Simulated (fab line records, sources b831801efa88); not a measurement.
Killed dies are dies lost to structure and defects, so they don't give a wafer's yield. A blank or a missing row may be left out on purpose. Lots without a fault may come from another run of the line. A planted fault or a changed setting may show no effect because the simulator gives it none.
fab line records | flow sky130
record lots=7 wafers=21 last_day=49
route steps=708 shown METAL5@671 PASSIVATION@681 PAD_OPEN@694
lots that met no fault: from a run of the same line without faults
start_h: hours from the record's first day to the start of the lot's first wafer shown | wait_h: hours since the lot's step before | " the same as in the row above | L1.1+2: a row that stands for several wafers | - no value, or no start given | * or withheld: withheld | < > ~ a bound
route shown NAME@n: a module of which the file shows steps, and the number in the route of the first | usual: mean/standard deviation of fault-free wafers | same: alike in all rows | chamber/n: place in a boat | sites: the reading at each site | _std_site: their standard deviation | _edge_site: outer sites' mean less inner sites' | radius_mm: how far each site lies from the wafer's centre | mask NAME#n: copy n | behind: the tool/chamber that last shaped the wafer | hold: why the lot was held/for how many hours/how that ended | device: the transistor (n, p or np) that didn't switch | end of line: the same wafers' tests at the end of the route | a step without rows: its recipe alone | killed: dies lost to structure and defects at the first sort, not the wafer's yield | map: a wafer's dies, x killed, . not, _ none there
set.NAME: the setting as run; set.NAME@STEP: as run at that earlier step | model.NAME: the simulator's own value behind a step, which no gauge read
lots at some steps of the route; a table a step, a row a wafer
services: from which hour (start_h, from the record's first day; less than 0 if before it) a tool's chamber was out of use, for how many hours, and why
## steps
# step SKY_METAL5_SOFTBAKE_10
# recipe temp_c=90 time_s=60 resist=NOVOLAK
# step SKY_METAL5_EXPOSE_11
# recipe mask_id=MM5 na=0.6 source_shape=conventional sigma_outer=0.6 polarization=unpolarized target_cd_nm=1600 dose_mj=190
# step SKY_METAL5_PEB_12
# recipe temp_c=withheld time_s=* resist=NOVOLAK
# step SKY_METAL5_DEVELOP_13
# recipe resist=NOVOLAK developer=TMAH develop_time_s=60 dev_temp_c=23
# step SKY_METAL5_DESCUM_14
# recipe chemistry=O2 source_power_w=150 bias_power_w=0 pressure_mtorr=10 temp_c=40 time_s=11
# usual drypump_motor_current_A=5.8/0.46 oes_product_au=1.003/0.0091
# columns lot.wafer tool chamber start_h wait_h drypump_motor_current_A oes_product_au rf_hours_counter_h
L208.1 rie_metal-01 1 1051.01 0.1 5.2 0.991 17
L208.2 " 0 " " 5.4 1.003 9
L208.6 " 0 " " 5.5 0.995 -
L212.1 rie_metal-03 0 1061.92 0.1 6.5 1.006 20
L212.3 " 1 " " 6.1 1.010 -
L212.4 " 0 " " 6.5 1.005 -
L215.1 rie_metal-02 0 1082.91 0.1 5.6 0.998 13
L215.3 " 1 " " 5.3 1.012 -
L215.6 " 1 " " 5.4 0.998 -
L218.1 rie_metal-03 1 1102.52 0.1 6.0 1.009 20
L218.2 " 0 " " 6.5 1.005 22
L218.4 " 0 " " 6.6 1.010 -
L219.2 rie_metal-01 1 1106.76 0.1 5.2 0.999 22
L219.3 " 1 " " 5.2 0.992 -
L219.6 " 0 " " 5.4 1.007 -
L223.1 rie_metal-01 0 1124.11 0.1 5.4 0.996 15
L223.2 " 1 " " 5.2 0.996 23
L223.6 " 1 " " 5.3 0.987 -
L227.3 rie_metal-02 1 1146.97 0.1 5.4 1.018 -
L227.5 " 0 " " 5.6 0.994 -
L227.6 " 1 " " 5.4 1.007 -
# step SKY_METAL5_METAL_ETCH_15
# recipe target_depth_a=12600 stop_on=SiO2 over_etch_frac=0.2 time_s=252 chemistry=Cl2/BCl3 resist_sidewall_deg=86 pressure_mtorr=10 icp_w=900 bias_w=48.5 Cl2_flow_sccm=60 bcl3_flow_sccm=30
# step SKY_METAL5_STRIP_16
# recipe chemistry=O2/N2 power_w=1400 pressure_mtorr=1500 platen_temp_c=withheld o2_flow_sccm=3000 n2_flow_sccm=300 overash_fraction=0.5
# usual drypump_motor_current_A=5.4/0.53 oes_product_au=0.711/0.0052 strip_time_to_endpoint_s=13.05/0.13
# columns lot.wafer tool chamber start_h wait_h drypump_motor_current_A oes_product_au rf_hours_counter_h strip_time_to_endpoint_s
L208.1 plasma_asher-01 1 1051.28 0.2 5.1 0.711 30 13.31
L208.2 " 0 " " 4.8 0.713 30 13.00
L208.6 " 1 " " 5.2 0.716 - 13.20
L212.1 plasma_asher-01 1 1062.19 0.2 5.2 0.706 32 13.05
L212.3 " 0 " " 4.8 0.714 - 13.06
L212.4 " 1 " " 5.2 0.708 - 12.99
L215.1 plasma_asher-03 0 1083.18 0.2 6.2 0.702 95 13.17
L215.3 " 1 " " 5.3 0.700 - 12.90
L215.6 " 0 " " 6.2 0.715 - 12.96
L218.1 plasma_asher-01 0 1102.79 0.2 4.8 0.712 37 13.02
L218.2 " 1 " " 5.2 0.712 37 12.95
L218.4 " 1 " " 5.2 0.708 - 13.01
L219.2 plasma_asher-01 0 1107.03 0.2 4.9 0.705 38 13.08
L219.3 " 1 " " 5.2 0.709 - 13.11
L219.6 " 1 " " 5.2 0.702 - 13.00
L223.1 plasma_asher-03 1 1124.38 0.2 5.3 0.715 100 13.24
L223.2 " 0 " " 6.2 0.705 100 13.24
L223.6 " 0 " " 6.2 0.716 - 13.31
L227.3 plasma_asher-01 1 1147.26 0.1 5.2 0.712 - 12.91
L227.5 " 1 " " 5.2 0.715 - 13.14
L227.6 " 0 " " 4.8 0.708 - 12.95
# step SKY_METAL5_STRIP_17
# recipe chemistry=post_etch_residue_remover time_s=1200 temp_c=72.5
# step SKY_METAL5_CLEAN_18
# recipe chemistry=IPA time_s=180 temp_c=25
# step SKY_METAL5_CLEAN_19
# recipe chemistry=O3/DIW dry=n2_spin
# step SKY_PASSIVATION_CVD_00
# recipe material=SiO2 target_thk_nm=90 temp_c=400 time_s=withheld rf_w=600
# usual heater_power_w=662/99
# columns lot.wafer tool chamber start_h wait_h heater_power_w
L208.1 pecvd-04 0 1051.88 0.0 557
L208.2 " 2 " " 639
L208.6 " 1 " " 754
L212.1 pecvd-01 0 1062.78 0.0 757
L212.3 " 1 " " 873
L212.4 " 0 " " 779
L215.1 pecvd-03 1 1083.77 0.0 608
L215.3 " 0 " " 555
L215.6 " 1 " " 592
L218.1 pecvd-01 2 1103.38 0.0 595
L218.2 " 0 " " 790
L218.4 " 1 " " 809
L219.2 pecvd-01 1 1107.62 0.0 701
L219.3 " 2 " " 587
L219.6 " 1 " " 714
L223.1 pecvd-03 1 1125.01 0.0 654
L223.2 " 2 " " 703
L223.6 " 2 " " 720
L227.3 pecvd-03 1 1147.84 0.0 566
L227.5 " 1 " " 600
L227.6 " 2 " " 696
# step SKY_PASSIVATION_THK_MEAS_01
# recipe reads=SiO2_of_PASSIVATION_CVD_00
# usual PASSIVATION_CVD_00_THK=89.9/1
# columns lot.wafer tool chamber start_h wait_h PASSIVATION_CVD_00_THK[nm]
L208.1 film_metro-03 - 1051.90 - 89.3
L208.2 " - " " 90.3
L208.6 " - " " 90.8
L212.1 film_metro-03 - 1062.80 - 87.6
L212.3 " - " " 88.7
L212.4 " - " " 90.7
L215.1 film_metro-01 - 1083.79 - 88.7
L215.3 " - " " 88.8
L215.6 " - " " 89.6
L218.1 film_metro-02 - 1103.40 - 89.3
L218.2 " - " " 89.0
L218.4 " - " " 90.7
L219.2 film_metro-03 - 1107.65 - 89.5
L219.3 " - " " 89.4
L219.6 " - " " 91.1
L223.1 film_metro-01 - 1125.04 - 89.2
L223.2 " - " " 88.4
L223.6 " - " " 90.4
L227.3 film_metro-02 - 1147.88 - 89.9
L227.5 " - " " 91.2
L227.6 " - " " 91.0
# step SKY_PASSIVATION_CVD_02
# recipe material=Si3N4 target_thk_nm=540 temp_c=400 time_s=withheld rf_w=450
# usual heater_power_w=711/110
# columns lot.wafer tool chamber start_h wait_h heater_power_w model.Si3N4_of_PASSIVATION_CVD_02.thk_nm
L208.1 pecvd-03 0 1051.96 0.1 505 528.1
L208.2 " 2 " " 690 533.4
L208.6 " 0 " " 562 538.9
L212.1 pecvd-04 1 1062.86 0.1 758 537.8
L212.3 " 0 " " 612 536.2
L212.4 " 2 " " 671 536.2
L215.1 pecvd-04 1 1083.85 0.1 813 713.9
L215.3 " 2 " " 683 707.2
L215.6 " 2 " " 689 723.7
L218.1 pecvd-04 0 1103.46 0.1 608 705.6
L218.2 " 1 " " 690 711.9
L218.4 " 0 " " 633 715.8
L219.2 pecvd-04 0 1107.70 0.0 632 698.2
L219.3 " 2 " " 698 697
L219.6 " 0 " " 649 710.3
L223.1 pecvd-01 0 1125.10 0.1 813 536.1
L223.2 " 2 " " 658 536.9
L223.6 " 0 " " 848 548.5
L227.3 pecvd-01 2 1147.92 0.0 632 530
L227.5 " 0 " " 890 543.6
L227.6 " 1 " " 869 540.3
# step SKY_PASSIVATION_THK_MEAS_03
# recipe reads=Si3N4_of_PASSIVATION_CVD_02
# usual PASSIVATION_CVD_02_THK=541/6.7
# columns lot.wafer tool chamber start_h wait_h PASSIVATION_CVD_02_THK[nm]
L208.1 film_metro-03 - 1052.30 - 528
L208.2 " - " " 534
L208.6 " - " " 539
L212.1 film_metro-01 - 1063.09 - 538
L212.3 " - " " 536
L212.4 " - " " 536
L215.1 film_metro-03 - 1084.08 - 714
L215.3 " - " " 707
L215.6 " - " " 723
L218.1 film_metro-03 - 1103.69 - 706
L218.2 " - " " 713
L218.4 " - " " 716
L219.2 film_metro-01 - 1107.94 - 699
L219.3 " - " " 698
L219.6 " - " " 710
L223.1 film_metro-01 - 1125.33 - 536
L223.2 " - " " 537
L223.6 " - " " 548
L227.3 film_metro-01 - 1148.17 - 530
L227.5 " - " " 544
L227.6 " - " " 540
# step SKY_PASSIVATION_DEHYDRATE_04
# recipe temp_c=200 time_s=60
# step SKY_PASSIVATION_HMDS_05
# recipe prime_time_s=60 prime_temp_c=120
# step SKY_PASSIVATION_COAT_06
# recipe spin_rpm=2000 resist_thk_nm=3000
# step SKY_PASSIVATION_SOFTBAKE_07
# recipe temp_c=110 time_s=withheld
# step SKY_PASSIVATION_EXPOSE_08
# recipe mask_id=NSM target_cd_nm=3000 na=0.57 dose_mj=260
# step SKY_PASSIVATION_PEB_09
# recipe temp_c=115 time_s=withheld
# step SKY_PASSIVATION_DEVELOP_10
# recipe develop_time_s=60 dev_temp_c=23
# step SKY_PASSIVATION_ETCH_11
# recipe chemistry=CF4/O2 target_depth_nm=725 stop_on=AlCu source_w=800 bias_w=150 pressure_mtorr=150 cf4_flow_sccm=80 O2_flow_sccm=10 time_s=161.1
# step SKY_PASSIVATION_STRIP_12
# recipe chemistry=O2/N2 power_w=1400 pressure_mtorr=1500 platen_temp_c=withheld overash_fraction=0.7 o2_flow_sccm=3000 n2_flow_sccm=300
# usual drypump_motor_current_A=5.4/0.69 oes_product_au=0.661/0.0048 strip_time_to_endpoint_s=31.64/0.14
# columns lot.wafer tool chamber start_h wait_h drypump_motor_current_A oes_product_au rf_hours_counter_h strip_time_to_endpoint_s
L208.1 plasma_asher-04 0 1073.87 0.1 5.1 0.647 65 31.40
L208.2 " 1 " " 6.7 0.665 65 31.43
L208.6 " 1 " " 6.7 0.662 - 31.45
L212.1 plasma_asher-04 1 1084.68 0.1 6.7 0.662 66 31.60
L212.3 " 1 " " 6.7 0.666 - 31.75
L212.4 " 0 " " 5.1 0.665 - 31.73
L215.1 plasma_asher-01 0 1105.73 0.1 4.8 0.660 38 31.72
L215.3 " 0 " " 4.9 0.667 - 31.78
L215.6 " 0 " " 4.9 0.655 - 31.64
L218.1 plasma_asher-04 1 1124.06 0.1 6.7 0.659 71 31.86
L218.2 " 0 " " 5.1 0.661 71 31.76
L218.4 " 0 " " 5.1 0.668 - 31.75
L219.2 plasma_asher-01 1 1126.86 0.1 5.2 0.662 40 31.53
L219.3 " 0 " " 4.8 0.661 - 31.67
L219.6 " 1 " " 5.2 0.665 - 31.71
L223.1 plasma_asher-01 0 1144.73 0.1 4.8 0.654 42 31.70
L223.2 " 1 " " 5.2 0.667 42 31.72
L223.6 " 1 " " 5.2 0.658 - 31.77
L227.3 plasma_asher-04 1 1165.91 0.1 6.7 0.669 - 31.61
L227.5 " 1 " " 6.7 0.662 - 31.43
L227.6 " 0 " " 5.1 0.659 - 31.58
# step SKY_PAD_OPEN_DEHYDRATE_00
# recipe temp_c=200 time_s=60
# step SKY_PAD_OPEN_HMDS_01
# recipe prime_time_s=60 prime_temp_c=120
# step SKY_PAD_OPEN_COAT_02
# recipe spin_rpm=2000 resist_thk_nm=3000
# step SKY_PAD_OPEN_SOFTBAKE_03
# recipe temp_c=110 time_s=withheld
# step SKY_PAD_OPEN_EXPOSE_04
# recipe mask_id=PDM target_cd_nm=60000 na=0.57 dose_mj=260
# step SKY_PAD_OPEN_PEB_05
# recipe temp_c=115 time_s=withheld
# step SKY_PAD_OPEN_DEVELOP_06
# recipe develop_time_s=60 dev_temp_c=23
# step SKY_PAD_OPEN_ETCH_07
# recipe chemistry=CF4/O2 target_depth_nm=725 stop_on=AlCu source_w=800 bias_w=150 pressure_mtorr=150 cf4_flow_sccm=80 O2_flow_sccm=10 time_s=161.1
# step SKY_PAD_OPEN_STRIP_08
# recipe chemistry=O2/N2 power_w=1400 pressure_mtorr=1500 platen_temp_c=withheld overash_fraction=0.7 o2_flow_sccm=3000 n2_flow_sccm=300
# usual drypump_motor_current_A=5.9/0.65 oes_product_au=0.664/0.0048 strip_time_to_endpoint_s=37.09/0.087
# columns lot.wafer tool chamber start_h wait_h drypump_motor_current_A oes_product_au rf_hours_counter_h strip_time_to_endpoint_s
L208.1 plasma_asher-04 0 1095.08 0.1 5.2 0.657 68 37.08
L208.2 " 1 " " 6.7 0.669 68 37.04
L208.6 " 0 " " 5.1 0.665 - 37.09
L212.1 plasma_asher-04 1 1105.59 0.1 6.7 0.665 69 37.10
L212.3 " 0 " " 5.2 0.670 - 37.22
L212.4 " 1 " " 6.7 0.668 - 37.15
L215.1 plasma_asher-04 1 1125.98 0.1 6.7 0.668 71 37.16
L215.3 " 0 " " 5.1 0.663 - 37.14
L215.6 " 0 " " 5.1 0.665 - 37.15
L218.1 plasma_asher-04 1 1143.74 0.1 6.7 0.670 73 37.04
L218.2 " 0 " " 5.1 0.652 73 37.08
L218.4 " 1 " " 6.7 0.662 - 37.04
L219.2 plasma_asher-04 0 1145.88 0.1 5.1 0.671 74 37.10
L219.3 " 0 " " 5.1 0.662 - 36.98
L219.6 " 0 " " 5.1 0.661 - 36.89
L223.1 plasma_asher-02 1 1163.08 0.1 6.4 0.660 3 37.12
L223.2 " 0 " " 5.8 0.675 3 37.00
L223.6 " 0 " " 5.8 0.665 - 37.11
L227.3 plasma_asher-03 1 1182.46 0.1 5.2 0.665 - 37.06
L227.5 " 1 " " 5.2 0.666 - 37.10
L227.6 " 0 " " 6.2 0.656 - 37.14
# step SKY_PAD_OPEN_STRIP_09
# recipe chemistry=post_etch_residue_remover time_s=1200 temp_c=72.5
# columns lot.wafer tool chamber start_h wait_h model.Si3N4_of_PASSIVATION_CVD_02.thk_nm
L208.1 wet_bench-02 2 1095.18 0.1 527.7
L208.2 " 2 " " 533
L208.6 " 2 " " 538.5
L212.1 wet_bench-04 3 1105.69 0.1 537.5
L212.3 " 3 " " 535.9
L212.4 " 3 " " 535.8
L215.1 wet_bench-02 0 1126.08 0.1 713.6
L215.3 " 0 " " 706.8
L215.6 " 0 " " 723.3
L218.1 wet_bench-02 3 1143.84 0.1 705.3
L218.2 " 3 " " 711.5
L218.4 " 3 " " 715.5
L219.2 wet_bench-04 0 1146.13 0.2 697.9
L219.3 " 0 " " 696.7
L219.6 " 0 " " 709.9
L223.1 wet_bench-03 1 1163.18 0.1 535.7
L223.2 " 1 " " 536.5
L223.6 " 1 " " 548.1
L227.3 wet_bench-02 1 1182.53 0.0 529.6
L227.5 " 1 " " 543.2
L227.6 " 1 " " 539.9
# step SKY_PAD_OPEN_CLEAN_10
# recipe chemistry=IPA time_s=180 temp_c=25
# step SKY_PAD_OPEN_PROBE_99
# usual defect_limited_yield=82.4/2 killed_at_M0_to_M3=44/7.4 killed_at_M4_up=3.1/1.8 killed_at_contacts=24/5.6 killed_at_front_end=15/4.9 killed_at_other=0.4/0.59 killed_dies=87/9.8 killed_open=47/7.2 killed_short=39/6.8 sort_bin_3_pad_short=0.9/0.41 sort_bin_5_function=10.3/1.6 sort_bin_6_memory=6.5/1.1 sort_n_pass=405/9.8 sort_yield_pct=82.4/2
# same gross_dies=492 killed_at_back_side=0 sort_bin_4_leakage[%]=0 sort_bin_8_speed[%]=0
# columns lot.wafer tool chamber start_h wait_h defect_limited_yield[%] killed_at_M0_to_M3 killed_at_M4_up killed_at_contacts killed_at_front_end killed_at_other killed_dies killed_open killed_short sort_bin_3_pad_short[%] sort_bin_5_function[%] sort_bin_6_memory[%] sort_n_pass sort_yield_pct[%]
L208.1 prober-02 - 1097.30 0.1 83.9 42 4 16 16 1 79 35 44 1.4 9.3 5.3 413 83.9
L208.2 prober-02 - 1097.35 0.1 85.4 47 0 15 10 0 72 37 33 0.6 9.6 4.5 420 85.4
L208.6 prober-02 - 1097.55 0.2 81.9 51 3 24 11 0 89 49 39 2.0 9.3 6.7 403 81.9
L212.1 prober-02 - 1109.09 0.1 80.7 37 8 22 28 0 95 49 45 0.6 12.0 6.7 397 80.7
L212.3 prober-02 - 1109.19 0.2 79.3 55 2 22 22 1 102 45 55 0.8 12.6 7.3 390 79.3
L212.4 prober-02 - 1109.24 0.2 81.7 46 2 24 16 2 90 52 36 0.8 10.8 6.7 402 81.7
L215.1 prober-01 - 1128.24 0.1 82.5 33 7 24 20 2 86 43 40 0.8 10.6 6.1 406 82.5
L215.3 prober-01 - 1128.34 0.2 80.5 48 1 32 14 1 96 52 43 1.4 12.4 5.7 396 80.5
L215.6 prober-01 - 1128.49 0.2 81.1 47 8 25 13 0 93 52 40 0.6 9.6 8.7 399 81.1
L218.1 prober-02 - 1145.95 0.1 81.1 51 2 26 13 1 93 54 38 0.4 10.8 7.7 399 81.1
L218.2 prober-02 - 1146.00 0.1 82.3 43 5 23 16 0 87 50 37 1.0 9.6 7.1 405 82.3
L218.4 prober-02 - 1146.10 0.2 85.2 35 4 19 14 1 73 39 34 0.6 10.6 3.7 419 85.2
L223.1 prober-01 - 1165.29 0.1 88.0 35 1 16 7 0 59 31 28 0.4 6.5 5.1 433 88.0
L223.2 prober-01 - 1165.34 0.1 83.5 45 0 24 12 0 81 56 25 0.6 10.0 5.9 411 83.5
L223.6 prober-01 - 1165.54 0.2 78.9 64 1 24 15 0 104 68 36 0.4 11.2 9.6 388 78.9
L227.3 prober-01 - 1184.79 0.2 83.9 32 3 34 9 1 79 45 34 0.4 10.0 5.7 413 83.9
L227.5 prober-01 - 1184.89 0.2 84.6 43 5 21 7 0 76 45 31 1.0 9.3 5.1 416 84.6
L227.6 prober-01 - 1184.94 0.2 79.1 57 1 36 9 0 103 52 51 0.8 11.2 8.9 389 79.1
# killed by level:class
L208.1 METAL1:geometric_particle:short=11 METAL2:geometric_particle:short=7 CONTACT:geometric_particle:open=6 VIA1:geometric_particle:short=6 VIA2:geometric_particle:open=5 LI_CONTACT:geometric_particle:open=5 VIA3:geometric_particle:open=5 POLY_GATE:geometric_particle:short=4
L208.2 VIA3:geometric_particle:open=10 VIA1:geometric_particle:open=9 METAL1:geometric_particle:short=6 METAL2:geometric_particle:short=6 LI_CONTACT:geometric_particle:open=5 METAL3:geometric_particle:short=5 CONTACT:geometric_particle:short=3 CONTACT:geometric_particle:open=3
L208.6 VIA1:geometric_particle:open=17 METAL1:geometric_particle:short=10 LI_CONTACT:geometric_particle:open=9 METAL2:geometric_particle:short=6 FIELD_ISO:geometric_particle:open=5 VIA1:geometric_particle:short=4 LOCAL_INTERCONNECT:geometric_particle:short=4 CONTACT:geometric_particle:short=4
L212.1 VIA1:geometric_particle:open=16 POLY_GATE:geometric_particle:short=9 CONTACT:geometric_particle:open=6 LI_CONTACT:geometric_particle:short=6 LI_CONTACT:geometric_particle:open=6 METAL4:geometric_particle:short=6 FIELD_ISO:geometric_particle:open=5 VIA2:geometric_particle:open=5
L212.3 METAL2:geometric_particle:short=10 VIA2:geometric_particle:open=10 VIA1:geometric_particle:short=9 CONTACT:geometric_particle:open=8 CONTACT:geometric_particle:short=6 VIA2:geometric_particle:short=5 FIELD_ISO:geometric_particle:short=5 METAL1:geometric_particle:short=5
L212.4 CONTACT:geometric_particle:open=12 VIA1:geometric_particle:open=10 VIA2:geometric_particle:open=9 VIA3:geometric_particle:open=8 METAL1:geometric_particle:short=7 FIELD_ISO:geometric_particle:short=4 LI_CONTACT:geometric_particle:short=4 LI_CONTACT:geometric_particle:open=4
L215.1 CONTACT:geometric_particle:open=12 VIA1:geometric_particle:open=7 METAL2:geometric_particle:short=5 METAL4:geometric_particle:short=5 FIELD_ISO:geometric_particle:short=4 POLY_GATE:geometric_particle:open=4 POLY_GATE:geometric_particle:short=4 LI_CONTACT:geometric_particle:open=4
L215.3 LI_CONTACT:geometric_particle:open=10 METAL2:geometric_particle:short=9 VIA3:geometric_particle:open=8 CONTACT:geometric_particle:open=7 VIA2:geometric_particle:open=6 VIA1:geometric_particle:open=6 METAL1:geometric_particle:short=6 LOCAL_INTERCONNECT:geometric_particle:short=5
L215.6 LI_CONTACT:geometric_particle:open=15 VIA1:geometric_particle:open=12 VIA2:geometric_particle:open=7 VIA2:geometric_particle:short=6 METAL4:geometric_particle:short=6 VIA1:geometric_particle:short=5 METAL2:geometric_particle:short=5 POLY_GATE:geometric_particle:open=4
L218.1 VIA1:geometric_particle:open=14 LI_CONTACT:geometric_particle:open=10 METAL2:geometric_particle:short=8 VIA2:geometric_particle:open=7 CONTACT:geometric_particle:open=5 VIA1:geometric_particle:short=5 VIA3:geometric_particle:open=5 LOCAL_INTERCONNECT:geometric_particle:short=4
L218.2 CONTACT:geometric_particle:open=11 VIA1:geometric_particle:open=8 LI_CONTACT:geometric_particle:open=6 VIA2:geometric_particle:short=6 VIA1:geometric_particle:short=5 VIA2:geometric_particle:open=5 POLY_GATE:geometric_particle:open=4 METAL4:geometric_particle:short=4
L218.4 VIA1:geometric_particle:open=8 VIA2:geometric_particle:open=7 LI_CONTACT:geometric_particle:open=6 POLY_GATE:geometric_particle:open=5 CONTACT:geometric_particle:open=5 METAL1:geometric_particle:short=4 POLY_GATE:geometric_particle:short=3 LI_CONTACT:geometric_particle:short=3
L223.1 VIA1:geometric_particle:open=8 METAL1:geometric_particle:short=6 LOCAL_INTERCONNECT:geometric_particle:short=5 VIA2:geometric_particle:open=5 LI_CONTACT:geometric_particle:open=4 CONTACT:geometric_particle:open=4 VIA1:geometric_particle:short=4 VIA3:geometric_particle:open=3
L223.2 VIA1:geometric_particle:open=13 CONTACT:geometric_particle:open=9 VIA2:geometric_particle:open=9 LI_CONTACT:geometric_particle:open=8 VIA3:geometric_particle:open=7 METAL2:geometric_particle:short=6 FIELD_ISO:geometric_particle:open=4 LOCAL_INTERCONNECT:geometric_particle:short=4
L223.6 VIA1:geometric_particle:open=27 LI_CONTACT:geometric_particle:open=9 CONTACT:geometric_particle:open=9 METAL2:geometric_particle:short=8 VIA2:geometric_particle:open=8 FIELD_ISO:geometric_particle:short=7 VIA3:geometric_particle:open=7 METAL1:geometric_particle:short=6
L227.3 CONTACT:geometric_particle:open=15 VIA1:geometric_particle:open=10 CONTACT:geometric_particle:short=8 LI_CONTACT:geometric_particle:open=5 METAL1:geometric_particle:short=5 LOCAL_INTERCONNECT:geometric_particle:short=4 METAL2:geometric_particle:short=4 VIA2:geometric_particle:open=4
L227.5 VIA1:geometric_particle:open=12 CONTACT:geometric_particle:open=8 METAL3:geometric_particle:short=5 LI_CONTACT:geometric_particle:open=4 LOCAL_INTERCONNECT:geometric_particle:short=4 METAL1:geometric_particle:short=4 METAL2:geometric_particle:short=4 VIA2:geometric_particle:open=4
L227.6 METAL1:geometric_particle:short=13 CONTACT:geometric_particle:open=9 CONTACT:geometric_particle:short=9 LOCAL_INTERCONNECT:geometric_particle:short=8 VIA1:geometric_particle:open=8 VIA1:geometric_particle:short=8 VIA3:geometric_particle:open=8 LI_CONTACT:geometric_particle:open=6
## services
# columns tool chamber start_h hours kind
wet_bench-04 - 1037.66 4.4 pm
plasma_asher-02 - 1042.88 81.5 repair
pecvd-01 1 1045.33 6.3 repair
pecvd-03 1 1051.69 5.5 repair
pecvd-01 2 1058.24 2.1 scheduled_down
rie_metal-03 0 1074.85 10.5 repair
rie_metal-01 - 1076.39 0.4 repair
pecvd-04 - 1085.01 5.5 pm
pecvd-01 2 1086.49 2.1 repair
pecvd-04 1 1091.17 5.0 scheduled_down
pecvd-04 0 1096.17 5.5 scheduled_down
rie_metal-03 - 1110.33 0.4 repair
pecvd-03 0 1120.98 5.5 scheduled_down
plasma_asher-02 - 1124.39 9.0 pm
plasma_asher-02 0 1124.39 9.0 vent_cycle
plasma_asher-02 1 1124.39 9.0 vent_cycle
pecvd-04 - 1128.93 2.8 pm
plasma_asher-02 0 1133.39 - clean
pecvd-03 0 1146.17 5.8 repair
pecvd-03 - 1155.11 0.5 repair
wet_bench-03 - 1169.08 5.5 repair
pecvd-04 2 1173.65 2.1 scheduled_down
pecvd-01 0 1180.62 - clean
pecvd-01 0 1180.62 - consumable_replace:showerhead
## key
first_sign step=SKY_PASSIVATION_THK_MEAS_03 reading=PASSIVATION_CVD_02_THK direction=up sigmas=25 usual=541 struck=709
effect none on later readings
model_effect step=SKY_PASSIVATION_CVD_02 value=Si3N4_of_PASSIVATION_CVD_02.thk_nm without=541.2 struck=709.3
model_effect step=SKY_PAD_OPEN_STRIP_09 value=Si3N4_of_PASSIVATION_CVD_02.thk_nm without=540.9 struck=708.9
met_at SKY_PASSIVATION_CVD_02
struck_wafers L215.1,L215.3,L215.6,L218.1,L218.2,L218.4,L219.2,L219.3,L219.6
onset_between 1062.86 1083.85
fault kind=process_parameter_drift tool=pecvd-04 chamber=- onset_h=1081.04 steps=SKY_PASSIVATION_CVD_02 channel=target_thk_nm offset=168.49 shape=step end_h=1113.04 acts_in=these_recipes_only stated=540
